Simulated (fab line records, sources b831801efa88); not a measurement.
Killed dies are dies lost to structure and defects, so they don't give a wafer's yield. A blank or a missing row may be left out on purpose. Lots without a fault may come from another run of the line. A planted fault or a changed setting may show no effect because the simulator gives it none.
A struck lot beside a sound one | flow sky130 | 17 steps out of a route of 708
Sound: wafers L907.1, L907.4, L907.5. Struck: wafers L916.3, L916.4, L916.6. The cause comes at the end.
At each step with rows: each side's tool, then ch and its chambers, then its first start. Under that, the readings that differ: sound wafers | struck wafers | difference of the means | sigmas: that difference in standard deviations of wafers without a fault.
alike: readings whose means differ by less than 2 such deviations, and words and numbers that are the same on both sides. not compared: withheld readings, readings that some wafer has no value for, bounds like >300 that may hide the same value, and numbers for which the record gives no deviation and whose values overlap.
The two part at a step that has a row with sigmas, a row that says differs or no value, or rows on one side only. Numbers that don't overlap but have no deviation are shown without sigmas and don't part them. A reading that every wafer of one side lacks parts them only if that side has two wafers or more.

first, 3 steps without rows for these wafers: SKY_VIA1_EXPOSE_09 (exposes mask VIM, target cd 150 nm); SKY_VIA1_PEB_10; SKY_VIA1_DEVELOP_11 (develop time 60 s).
SKY_VIA1_CD_MEAS_12: target cd 150 nm.
  sound on cd_sem-02, day 35 22:02; struck on cd_sem-02, day 38 14:45
  alike: cd_nm
SKY_VIA1_OVL_MEAS_13:
  sound on overlay-02, day 35 22:10; struck on overlay-01, day 38 14:50
  alike: VIA1_OVL
SKY_VIA1_ETCH_14: etches BARC in N2/H2, stops on SiO2, time 45.9 s, target depth 60 nm.
  sound on rie_diel-04 ch 0,1,3, day 35 22:11; struck on rie_diel-03 ch 0,2,3, day 38 14:52
  reading                | sound                | struck               | difference | sigmas
  throttle_valve_pct (%) | 13.207 13.225 13.211 | 13.225 13.232 13.240 | +0.018     | +2
  alike: chamber_pressure_mTorr, drypump_motor_current_A, oes_product_au
  not compared: rf_hours_counter_h
SKY_VIA1_ETCH_15: etches SiO2 in C4F8/O2/Ar, stops on TiN, target depth 351 nm, time 54 s.
  sound on rie_diel-04 ch 0,1,3, day 35 22:14; struck on rie_diel-03 ch 0,2,3, day 38 14:55
  alike: chamber_pressure_mTorr, oes_product_au
  not compared: rf_hours_counter_h
SKY_VIA1_STRIP_16: strips in O2/N2.
  sound on plasma_asher-01 ch 1, day 35 22:17; struck on plasma_asher-03 ch 0,1, day 38 14:59
  alike: chamber_pressure_mTorr, drypump_motor_current_A, oes_product_au, strip_time_to_endpoint_s
  not compared: rf_hours_counter_h
then, 3 steps without rows for these wafers: SKY_VIA1_STRIP_17 (strips in post etch residue remover, time 1200 s); SKY_VIA1_CLEAN_18 (cleans in IPA, time 180 s); SKY_VIA1_CLEAN_19 (cleans in O3/DIW).
SKY_VIA1_SPUTTER_20: material TiN, target thk 20 nm, time 80 s.
  sound on pvd_sputter-01, day 35 22:58; struck on pvd_sputter-01, day 38 15:40
  alike: throttle_valve_pct
SKY_VIA1_CVD_21: deposits W, target thk 270 nm, time 80.902 s.
  sound on cvd_w-01 ch 0,1, day 35 23:02; struck on cvd_w-02 ch 0,1, day 38 15:45
  reading                            | sound             | struck            | difference | sigmas
  chamber_pressure_Torr (Torr)       | 39.97 39.99 39.95 | 43.86 43.83 43.76 | +3.85      | +45
  model.W_of_VIA1_CVD_21.thk_nm (nm) | 268.2 270.1 267.9 | 288.6 285.7 286.1 | +18.1      |
  alike: heater_power_w
SKY_VIA1_RS_MEAS_22: measures by four-point-probe.
  sound on film_metro-01, day 35 23:08; struck on film_metro-03, day 38 15:51
  reading            | sound             | struck            | difference | sigmas
  VIA1_W_RS (ohm/sq) | 0.429 0.426 0.429 | 0.399 0.402 0.402 | -0.027     | -6
SKY_VIA1_THK_MEAS_23: measures by xrf.
  sound on film_metro-01, day 35 23:15; struck on film_metro-03, day 38 15:57
  reading         | sound       | struck      | difference | sigmas
  VIA1_W_THK (nm) | 273 274 274 | 290 286 285 | +13        | +4
SKY_VIA1_CMP_24: polishes, stops on SiO2, t overpolish 15 s, target thk 0 nm.
  sound on cmp-01 ch 0,2,3, day 35 23:19; struck on cmp-01 ch 0,1,3, day 38 16:02
  alike: motor_current_A, overpolish_run_s, time_to_endpoint_s
-- the record jumps here: 11 days lie between the struck wafers' starts before and after (it left off in module VIA1 and takes up again in module PAD_OPEN, whose first step shown is number 708 of the route) --
SKY_PAD_OPEN_PROBE_99:
  sound on prober-02, day 47 13:08; struck on prober-01, day 49 14:50
  alike: defect_limited_yield, killed_at_M0_to_M3, killed_at_M4_up, killed_at_contacts, killed_at_front_end, killed_at_other, killed_dies, killed_on_rim, killed_open, killed_short, sort_bin_3_pad_short, sort_bin_5_function, sort_bin_6_memory, sort_bin_8_speed, sort_n_pass, sort_yield_pct

WHERE THEY PART
First at SKY_VIA1_ETCH_14; last, within this record, at SKY_VIA1_THK_MEAS_23. Later steps at which nothing parts them and some readings are alike: SKY_VIA1_CMP_24, SKY_PAD_OPEN_PROBE_99.

WHY: what the simulator had put in
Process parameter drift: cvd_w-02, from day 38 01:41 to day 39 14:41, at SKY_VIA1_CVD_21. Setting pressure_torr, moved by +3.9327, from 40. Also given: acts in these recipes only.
